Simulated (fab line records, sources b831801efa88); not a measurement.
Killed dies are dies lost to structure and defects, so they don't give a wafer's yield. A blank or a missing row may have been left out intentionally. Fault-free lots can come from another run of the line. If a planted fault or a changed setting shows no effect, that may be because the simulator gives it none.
fab line records + flow sky130
[record]
- lots = 12
- wafers = 36
- last-day = 50
route steps=708 shown POLY_CUT@318 SD_N@349 SD_P@359 RES_XHIGH@360
lots that met no fault: from a run of the same line without faults
start-h: start of the lot's first displayed wafer, in hours after the record's first day + wait-h: time in hours since the lot's previous step + " repeats the value in the row above + L1.1+2: one row covering several wafers at once + - value missing, or start not given + * or withheld: withheld + < > ~ a bound
route shown NAME@n: NAME is a module with steps in the file, n the number in the route of the first one + usual: mean/standard deviation of fault-free wafers + same: alike in all rows + chamber/n: place in a boat + sites: per-site readings + _std_site: how widely they spread, as a standard deviation + _edge_site: inner sites' mean taken away from outer sites' mean + radius-mm: how far each site lies from the wafer's centre + mask NAME#n: copy n + behind: the most recent tool/chamber to have shaped the wafer + hold: cause of the lot's hold/its duration in hours/its outcome + device: the transistor (n, p or np) that didn't switch + end of line: the same wafers' tests at the end of the route + a step with no rows: only its recipe + killed: at the first sort, the dies lost to defects and structure; wafer yield is something else + map: dies across one wafer; x = killed, . = not, _ = none there
set.NAME: the setting the step ran with; set.NAME@STEP: the setting that earlier step ran with + model.NAME: the simulator's own value behind a step, which no gauge read
steps of the route over a sample of lots; a table a step, a row a wafer
services: the hour from which a tool's chamber was out of use, counted from the record's first day as start-h (under 0 if before that day), plus the number of hours and why
[[steps]]
[step SKY_POLY_CUT_ETCH_11]
[recipe]
- target = Si3N4
- chemistry = CF4/CH2F2/Ar
- stop-on = poly-Si
- source-w = 600
- bias-w = 150
- pressure-mtorr = 40
- cf4-flow-sccm = 40
- ch2f2-flow-sccm = 20
- Ar_flow_sccm = 150
- time-s = 42.5
- target-depth-a = 600
[usual]
- drypump-motor-current-A = 5.8/0.37
- oes-product-au = 0.827/0.0064
- throttle-valve-pct = 14.994/0.0091
| lot.wafer | tool        | chamber | start-h | wait-h | drypump-motor-current-A | oes-product-au | rf-hours-counter-h | throttle-valve-pct |
|-----------|-------------|---------|---------|--------|-------------------------|----------------|--------------------|--------------------|
| L620.1    | rie-diel-01 | 1       | 563.08  | 0.0    | 5.6                     | 0.826          | 58                 | 14.984             |
| L620.3    | "           | 0       | "       | "      | 5.3                     | 0.815          | 61                 | 14.993             |
| L620.6    | "           | 2       | "       | "      | 5.8                     | 0.817          | -                  | 15.001             |
| L626.1    | rie-diel-04 | 0       | 620.33  | 0.0    | 6.1                     | 0.830          | 18                 | 14.991             |
| L626.2    | "           | 3       | "       | "      | 6.1                     | 0.834          | 10                 | 15.003             |
| L626.6    | "           | 0       | "       | "      | 6.1                     | 0.822          | -                  | 14.981             |
| L627.3    | rie-diel-04 | 0       | 625.45  | 0.0    | 6.1                     | 0.827          | 18                 | 14.996             |
| L627.4    | "           | 2       | "       | "      | 5.1                     | 0.824          | -                  | 15.005             |
| L627.5    | "           | 3       | "       | "      | 6.1                     | 0.833          | -                  | 14.988             |
| L628.1    | rie-diel-04 | 3       | 633.08  | 0.0    | 6.1                     | 0.839          | 10                 | 15.004             |
| L628.3    | "           | 0       | "       | "      | 6.1                     | 0.830          | 19                 | 15.000             |
| L628.6    | "           | 1       | "       | "      | 5.8                     | 0.829          | -                  | 14.991             |
| L629.2    | rie-diel-04 | 1       | 643.46  | 0.0    | 5.8                     | 0.819          | 48                 | 14.997             |
| L629.3    | "           | 0       | "       | "      | 6.0                     | 0.818          | 19                 | 15.010             |
| L629.4    | "           | 1       | "       | "      | 5.8                     | 0.830          | -                  | 14.999             |
| L635.1    | rie-diel-03 | 2       | 692.38  | 0.0    | 5.3                     | 0.837          | 8                  | 14.987             |
| L635.2    | "           | 1       | "       | "      | 5.4                     | 0.833          | 12                 | 15.008             |
| L635.4    | "           | 0       | "       | "      | 6.1                     | 0.824          | 43                 | 15.000             |
| L636.1    | rie-diel-03 | 3       | 698.96  | 0.0    | 6.2                     | 0.838          | 25                 | 14.995             |
| L636.4    | "           | 0       | "       | "      | 6.0                     | 0.837          | 43                 | 14.974             |
| L636.6    | "           | 1       | "       | "      | 5.4                     | 0.833          | -                  | 14.997             |
| L638.2    | rie-diel-01 | 2       | 708.98  | 0.0    | 5.8                     | 0.826          | 18                 | 15.007             |
| L638.3    | "           | 0       | "       | "      | 5.3                     | 0.835          | 1                  | 14.997             |
| L638.4    | "           | 3       | "       | "      | 6.1                     | 0.827          | -                  | 14.988             |
| L639.3    | rie-diel-03 | 3       | 724.50  | 0.0    | 6.2                     | 0.831          | 26                 | 14.993             |
| L639.4    | "           | 2       | "       | "      | 5.2                     | 0.824          | -                  | 14.997             |
| L639.5    | "           | 3       | "       | "      | 6.2                     | 0.821          | -                  | 14.989             |
| L640.1    | rie-diel-03 | 2       | 726.98  | 0.0    | 5.3                     | 0.826          | 8                  | 14.991             |
| L640.4    | "           | 2       | "       | "      | 5.3                     | 0.816          | -                  | 15.004             |
| L640.5    | "           | 3       | "       | "      | 6.2                     | 0.825          | -                  | 14.987             |
| L641.2    | rie-diel-01 | 1       | 730.21  | 0.0    | 5.7                     | 0.822          | 1                  | 14.998             |
| L641.3    | "           | 0       | "       | "      | 5.3                     | 0.824          | 1                  | 14.999             |
| L641.6    | "           | 2       | "       | "      | 5.8                     | 0.824          | -                  | 14.996             |
| L642.2    | rie-diel-01 | 0       | 743.15  | 0.0    | 5.3                     | 0.827          | 2                  | 14.999             |
| L642.4    | "           | 2       | "       | "      | 5.8                     | 0.825          | 19                 | 14.993             |
| L642.6    | "           | 0       | "       | "      | 5.3                     | 0.828          | -                  | 14.999             |
[step SKY_SD_N_CD_MEAS_07]
[recipe]
- target-cd-nm = 380
[usual]
- cd-nm = 379.6/2.3
| lot.wafer | tool      | chamber | start-h | wait-h | cd-nm |
|-----------|-----------|---------|---------|--------|-------|
| L620.1    | cd-sem-01 | -       | 651.91  | 0.1    | 379.9 |
| L620.3    | "         | -       | "       | "      | 375.8 |
| L620.6    | "         | -       | "       | "      | 377.4 |
| L626.1    | cd-sem-02 | -       | 705.31  | 0.1    | 374.5 |
| L626.2    | "         | -       | "       | "      | 377.3 |
| L626.6    | "         | -       | "       | "      | 374.2 |
| L627.3    | cd-sem-01 | -       | 709.76  | 0.1    | 379.4 |
| L627.4    | "         | -       | "       | "      | 380.4 |
| L627.5    | "         | -       | "       | "      | 377.5 |
| L628.1    | cd-sem-01 | -       | 718.82  | 0.1    | 381.3 |
| L628.3    | "         | -       | "       | "      | 382.5 |
| L628.6    | "         | -       | "       | "      | 382.2 |
| L629.2    | cd-sem-01 | -       | 728.43  | 0.1    | 378.6 |
| L629.3    | "         | -       | "       | "      | 378.4 |
| L629.4    | "         | -       | "       | "      | 379.3 |
| L635.1    | cd-sem-01 | -       | 774.17  | 0.1    | 383.1 |
| L635.2    | "         | -       | "       | "      | 383.0 |
| L635.4    | "         | -       | "       | "      | 380.6 |
| L636.1    | cd-sem-02 | -       | 781.40  | 0.1    | 379.8 |
| L636.4    | "         | -       | "       | "      | 381.7 |
| L636.6    | "         | -       | "       | "      | 380.8 |
| L638.2    | cd-sem-01 | -       | 790.37  | 0.1    | 378.2 |
| L638.3    | "         | -       | "       | "      | 383.2 |
| L638.4    | "         | -       | "       | "      | 379.9 |
| L639.3    | cd-sem-01 | -       | 805.34  | 0.1    | 382.5 |
| L639.4    | "         | -       | "       | "      | 383.7 |
| L639.5    | "         | -       | "       | "      | 384.2 |
| L640.1    | cd-sem-01 | -       | 807.95  | 0.1    | 380.1 |
| L640.4    | "         | -       | "       | "      | 380.3 |
| L640.5    | "         | -       | "       | "      | 379.6 |
| L641.2    | cd-sem-01 | -       | 810.19  | 0.1    | 377.3 |
| L641.3    | "         | -       | "       | "      | 379.3 |
| L641.6    | "         | -       | "       | "      | 381.4 |
| L642.2    | cd-sem-01 | -       | 822.64  | 0.1    | 377.8 |
| L642.4    | "         | -       | "       | "      | 379.8 |
| L642.6    | "         | -       | "       | "      | 379.7 |
[step SKY_SD_N_RTA_14]
[recipe]
- temp-c = 1075
- time-s = 2
- idle-temp-c = 650
- ramp-up-c-per-s = 150
- ramp-down-c-per-s = 90
- ambient = N2
[usual]
- lamp-power-pct = 15.73/0.048
- wafer_temp_C_max = 1078.0/1.3
| lot.wafer | tool          | chamber | start-h | wait-h | lamp-power-pct | wafer_temp_C_max |
|-----------|---------------|---------|---------|--------|----------------|------------------|
| L620.1    | rtp-anneal-01 | 0       | 652.57  | 0.0    | 15.73          | 1078.4           |
| L620.3    | "             | 0       | "       | "      | 15.72          | 1077.9           |
| L620.6    | "             | 0       | "       | "      | 15.74          | 1077.0           |
| L626.1    | rtp-anneal-01 | 0       | 705.98  | 0.0    | 14.57          | 1076.4           |
| L626.2    | "             | 0       | "       | "      | 14.65          | 1078.2           |
| L626.6    | "             | 0       | "       | "      | 14.58          | 1075.1           |
| L627.3    | rtp-anneal-02 | 0       | 710.41  | 0.0    | 15.73          | 1077.2           |
| L627.4    | "             | 0       | "       | "      | 15.75          | 1077.2           |
| L627.5    | "             | 0       | "       | "      | 15.70          | 1079.5           |
| L628.1    | rtp-anneal-01 | 0       | 719.48  | 0.0    | 14.65          | 1077.0           |
| L628.3    | "             | 0       | "       | "      | 14.66          | 1078.6           |
| L628.6    | "             | 0       | "       | "      | 14.60          | 1077.9           |
| L629.2    | rtp-anneal-02 | 0       | 729.14  | 0.0    | 15.65          | 1078.1           |
| L629.3    | "             | 0       | "       | "      | 15.78          | 1078.3           |
| L629.4    | "             | 0       | "       | "      | 15.67          | 1076.1           |
| L635.1    | rtp-anneal-02 | 0       | 774.84  | 0.0    | 15.77          | 1078.1           |
| L635.2    | "             | 0       | "       | "      | 15.79          | 1079.2           |
| L635.4    | "             | 0       | "       | "      | 15.70          | 1076.4           |
| L636.1    | rtp-anneal-01 | 0       | 782.12  | 0.0    | 15.61          | 1077.5           |
| L636.4    | "             | 0       | "       | "      | 15.68          | 1079.9           |
| L636.6    | "             | 0       | "       | "      | 15.78          | 1080.4           |
| L638.2    | rtp-anneal-01 | 0       | 791.03  | 0.0    | 15.80          | 1078.2           |
| L638.3    | "             | 0       | "       | "      | 15.76          | 1077.9           |
| L638.4    | "             | 0       | "       | "      | 15.66          | 1078.4           |
| L639.3    | rtp-anneal-02 | 0       | 805.99  | 0.0    | 15.78          | 1077.0           |
| L639.4    | "             | 0       | "       | "      | 15.77          | 1078.6           |
| L639.5    | "             | 0       | "       | "      | 15.79          | 1075.4           |
| L640.1    | rtp-anneal-01 | 0       | 808.63  | 0.0    | 15.66          | 1076.7           |
| L640.4    | "             | 0       | "       | "      | 15.76          | 1077.1           |
| L640.5    | "             | 0       | "       | "      | 15.69          | 1080.0           |
| L641.2    | rtp-anneal-02 | 0       | 810.85  | 0.0    | 15.75          | 1078.9           |
| L641.3    | "             | 0       | "       | "      | 15.76          | 1079.6           |
| L641.6    | "             | 0       | "       | "      | 15.77          | 1076.8           |
| L642.2    | rtp-anneal-01 | 0       | 823.29  | 0.0    | 15.69          | 1077.2           |
| L642.4    | "             | 0       | "       | "      | 15.78          | 1079.5           |
| L642.6    | "             | 0       | "       | "      | 15.75          | 1080.9           |
[step SKY_SD_N_RS_MEAS_16]
[recipe]
- thk-meas-gauge = four-point-probe
[usual]
- SD_N_RS = 68.57/0.14
| lot.wafer | tool          | chamber | start-h | wait-h | SD_N_RS[ohm/sq] |
|-----------|---------------|---------|---------|--------|-----------------|
| L620.1    | film-metro-04 | -       | 652.75  | 0.1    | 68.51           |
| L620.3    | "             | -       | "       | "      | 68.50           |
| L620.6    | "             | -       | "       | "      | 68.72           |
| L626.1    | film-metro-02 | -       | 706.15  | 0.1    | 73.55           |
| L626.2    | "             | -       | "       | "      | 73.38           |
| L626.6    | "             | -       | "       | "      | 73.59           |
| L627.3    | film-metro-02 | -       | 710.60  | 0.1    | 68.63           |
| L627.4    | "             | -       | "       | "      | 68.34           |
| L627.5    | "             | -       | "       | "      | 68.42           |
| L628.1    | film-metro-04 | -       | 719.66  | 0.1    | 73.38           |
| L628.3    | "             | -       | "       | "      | 73.66           |
| L628.6    | "             | -       | "       | "      | 73.49           |
| L629.2    | film-metro-02 | -       | 729.33  | 0.1    | 68.66           |
| L629.3    | "             | -       | "       | "      | 68.57           |
| L629.4    | "             | -       | "       | "      | 68.62           |
| L635.1    | film-metro-01 | -       | 775.01  | 0.1    | 68.57           |
| L635.2    | "             | -       | "       | "      | 68.55           |
| L635.4    | "             | -       | "       | "      | 68.52           |
| L636.1    | film-metro-02 | -       | 782.29  | 0.1    | 68.63           |
| L636.4    | "             | -       | "       | "      | 68.49           |
| L636.6    | "             | -       | "       | "      | 68.51           |
| L638.2    | film-metro-02 | -       | 791.21  | 0.1    | 68.59           |
| L638.3    | "             | -       | "       | "      | 68.26           |
| L638.4    | "             | -       | "       | "      | 68.32           |
| L639.3    | film-metro-02 | -       | 806.18  | 0.1    | 68.61           |
| L639.4    | "             | -       | "       | "      | 68.75           |
| L639.5    | "             | -       | "       | "      | 68.89           |
| L640.1    | film-metro-02 | -       | 808.80  | 0.1    | 68.57           |
| L640.4    | "             | -       | "       | "      | 68.52           |
| L640.5    | "             | -       | "       | "      | 68.61           |
| L641.2    | film-metro-04 | -       | 811.04  | 0.1    | 68.55           |
| L641.3    | "             | -       | "       | "      | 68.46           |
| L641.6    | "             | -       | "       | "      | 68.71           |
| L642.2    | film-metro-02 | -       | 823.48  | 0.1    | 68.56           |
| L642.4    | "             | -       | "       | "      | 68.44           |
| L642.6    | "             | -       | "       | "      | 68.45           |
[step SKY_SD_N_RS_MEAS_17]
[recipe]
- thk-meas-gauge = four-point-probe
[usual]
- SD_P_RS = 147.1/0.37
| lot.wafer | tool          | chamber | start-h | wait-h | SD_P_RS[ohm/sq] |
|-----------|---------------|---------|---------|--------|-----------------|
| L620.1    | film-metro-04 | -       | 652.87  | 0.1    | 147.0           |
| L620.3    | "             | -       | "       | "      | 147.2           |
| L620.6    | "             | -       | "       | "      | 147.1           |
| L626.1    | film-metro-02 | -       | 706.27  | 0.1    | 177.6           |
| L626.2    | "             | -       | "       | "      | 177.4           |
| L626.6    | "             | -       | "       | "      | 177.7           |
| L627.3    | film-metro-02 | -       | 710.72  | 0.1    | 146.7           |
| L627.4    | "             | -       | "       | "      | 147.4           |
| L627.5    | "             | -       | "       | "      | 146.5           |
| L628.1    | film-metro-04 | -       | 719.78  | 0.1    | 177.2           |
| L628.3    | "             | -       | "       | "      | 177.9           |
| L628.6    | "             | -       | "       | "      | 177.9           |
| L629.2    | film-metro-02 | -       | 729.45  | 0.1    | 147.2           |
| L629.3    | "             | -       | "       | "      | 146.7           |
| L629.4    | "             | -       | "       | "      | 147.1           |
| L635.1    | film-metro-01 | -       | 775.13  | 0.1    | 147.1           |
| L635.2    | "             | -       | "       | "      | 147.4           |
| L635.4    | "             | -       | "       | "      | 147.0           |
| L636.1    | film-metro-02 | -       | 782.41  | 0.1    | 147.4           |
| L636.4    | "             | -       | "       | "      | 147.1           |
| L636.6    | "             | -       | "       | "      | 147.4           |
| L638.2    | film-metro-02 | -       | 791.33  | 0.1    | 146.7           |
| L638.3    | "             | -       | "       | "      | 146.6           |
| L638.4    | "             | -       | "       | "      | 146.6           |
| L639.3    | film-metro-02 | -       | 806.30  | 0.1    | 147.5           |
| L639.4    | "             | -       | "       | "      | 147.6           |
| L639.5    | "             | -       | "       | "      | 147.9           |
| L640.1    | film-metro-02 | -       | 808.92  | 0.1    | 146.9           |
| L640.4    | "             | -       | "       | "      | 146.6           |
| L640.5    | "             | -       | "       | "      | 147.2           |
| L641.2    | film-metro-04 | -       | 811.16  | 0.1    | 147.3           |
| L641.3    | "             | -       | "       | "      | 146.9           |
| L641.6    | "             | -       | "       | "      | 147.1           |
| L642.2    | film-metro-02 | -       | 823.60  | 0.1    | 147.1           |
| L642.4    | "             | -       | "       | "      | 146.8           |
| L642.6    | "             | -       | "       | "      | 147.0           |
[step SKY_SD_N_RS_MEAS_18]
[recipe]
- thk-meas-gauge = four-point-probe
[usual]
- RES_XHIGH_RS = 333.4/1.5
| lot.wafer | tool          | chamber | start-h | wait-h | RES_XHIGH_RS[ohm/sq] |
|-----------|---------------|---------|---------|--------|----------------------|
| L620.1    | film-metro-04 | -       | 652.99  | 0.1    | 333.4                |
| L620.3    | "             | -       | "       | "      | 332.8                |
| L620.6    | "             | -       | "       | "      | 334.2                |
| L626.1    | film-metro-02 | -       | 706.39  | 0.1    | 336.1                |
| L626.2    | "             | -       | "       | "      | 336.9                |
| L626.6    | "             | -       | "       | "      | 334.0                |
| L627.3    | film-metro-02 | -       | 710.84  | 0.1    | 330.7                |
| L627.4    | "             | -       | "       | "      | 332.5                |
| L627.5    | "             | -       | "       | "      | 331.8                |
| L628.1    | film-metro-04 | -       | 719.90  | 0.1    | 335.4                |
| L628.3    | "             | -       | "       | "      | 336.6                |
| L628.6    | "             | -       | "       | "      | 334.9                |
| L629.2    | film-metro-02 | -       | 729.57  | 0.1    | 334.3                |
| L629.3    | "             | -       | "       | "      | 333.9                |
| L629.4    | "             | -       | "       | "      | 334.6                |
| L635.1    | film-metro-01 | -       | 775.25  | 0.1    | 335.6                |
| L635.2    | "             | -       | "       | "      | 333.9                |
| L635.4    | "             | -       | "       | "      | 333.8                |
| L636.1    | film-metro-02 | -       | 782.53  | 0.1    | 333.3                |
| L636.4    | "             | -       | "       | "      | 332.7                |
| L636.6    | "             | -       | "       | "      | 333.2                |
| L638.2    | film-metro-02 | -       | 791.45  | 0.1    | 332.7                |
| L638.3    | "             | -       | "       | "      | 333.0                |
| L638.4    | "             | -       | "       | "      | 331.8                |
| L639.3    | film-metro-02 | -       | 806.42  | 0.1    | 333.9                |
| L639.4    | "             | -       | "       | "      | 334.4                |
| L639.5    | "             | -       | "       | "      | 332.9                |
| L640.1    | film-metro-02 | -       | 809.04  | 0.1    | 332.3                |
| L640.4    | "             | -       | "       | "      | 334.1                |
| L640.5    | "             | -       | "       | "      | 333.7                |
| L641.2    | film-metro-04 | -       | 811.28  | 0.1    | 332.9                |
| L641.3    | "             | -       | "       | "      | 333.8                |
| L641.6    | "             | -       | "       | "      | 333.5                |
| L642.2    | film-metro-02 | -       | 823.72  | 0.1    | 334.4                |
| L642.4    | "             | -       | "       | "      | 334.2                |
| L642.6    | "             | -       | "       | "      | 334.7                |
[[services]]
| tool        | chamber | start-h | hours | kind           |
|-------------|---------|---------|-------|----------------|
| rie-diel-04 | 2       | 542.55  | 11.1  | repair         |
| rie-diel-03 | 2       | 568.53  | 7.1   | repair         |
| rie-diel-01 | 0       | 570.26  | 1.4   | repair         |
| rie-diel-04 | -       | 582.48  | 0.2   | repair         |
| rie-diel-04 | -       | 586.71  | 1.5   | repair         |
| rie-diel-01 | 1       | 597.39  | 29.0  | repair         |
| rie-diel-01 | 0       | 597.95  | 1.8   | repair         |
| rie-diel-01 | 2       | 604.12  | 3.0   | repair         |
| rie-diel-04 | 1       | 624.44  | 4.9   | repair         |
| rie-diel-04 | 2       | 635.40  | -     | clean          |
| rie-diel-04 | 2       | 635.40  | 16.7  | scheduled-down |
| rie-diel-04 | 2       | 635.40  | 16.7  | vent-cycle     |
| rie-diel-01 | 2       | 641.40  | 8.6   | repair         |
| rie-diel-01 | 0       | 668.10  | -     | clean          |
| rie-diel-01 | 0       | 668.10  | 15.0  | scheduled-down |
| rie-diel-01 | 0       | 668.10  | 15.0  | vent-cycle     |
| rie-diel-04 | 3       | 672.83  | 6.9   | repair         |
| rie-diel-03 | 1       | 707.61  | 32.4  | repair         |
| rie-diel-04 | 1       | 712.43  | 20.2  | repair         |
| rie-diel-03 | -       | 727.40  | 0.9   | repair         |
| rie-diel-03 | 0       | 765.71  | 7.6   | repair         |
| rie-diel-04 | 2       | 779.68  | 2.4   | repair         |
| rie-diel-04 | -       | 806.81  | 2.9   | repair         |
| rie-diel-01 | -       | 808.10  | 1.2   | repair         |
[[key]]
[first-sign]
- step = SKY_SD_N_RTA_14
- reading = lamp-power-pct
- direction = down
- sigmas = 23
- usual = 15.73
- struck = 14.62
[effect]
- step = SKY_SD_N_RS_MEAS_16
- reading = SD_N_RS
- direction = up
- sigmas = 36
- usual = 68.57
- struck = 73.51
[effect]
- step = SKY_SD_N_RS_MEAS_17
- reading = SD_P_RS
- direction = up
- sigmas = 82
- usual = 147.1
- struck = 177.6
[effect]
- step = SKY_SD_N_RS_MEAS_18
- reading = RES_XHIGH_RS
- direction = up
- sigmas = 1.6
- usual = 333.4
- struck = 335.7
met-at SKY_SD_N_RTA_14
struck-lots L626,L628
tester-left-out L626,L628
not-acting-at SKY_POLY_CUT_ETCH_11,SKY_SD_N_CD_MEAS_07,SKY_SD_N_RS_MEAS_18
onset-between 652.57 705.98
[fault]
- kind = process-parameter-drift
- tool = rtp-anneal-01
- chamber = -
- onset-h = 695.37
- steps = SKY_SD_N_RTA_14
- channel = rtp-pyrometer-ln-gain
- offset = 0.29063
- shape = step
- end-h = 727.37
// tester-left-out: of these lots the tester's yield and bins aren't shown, on N5 and GAA mostly nor the transistor test; their killed dies are dies lost to structure and defects alone, not to doping, threshold or leakage, so they don't give the yield
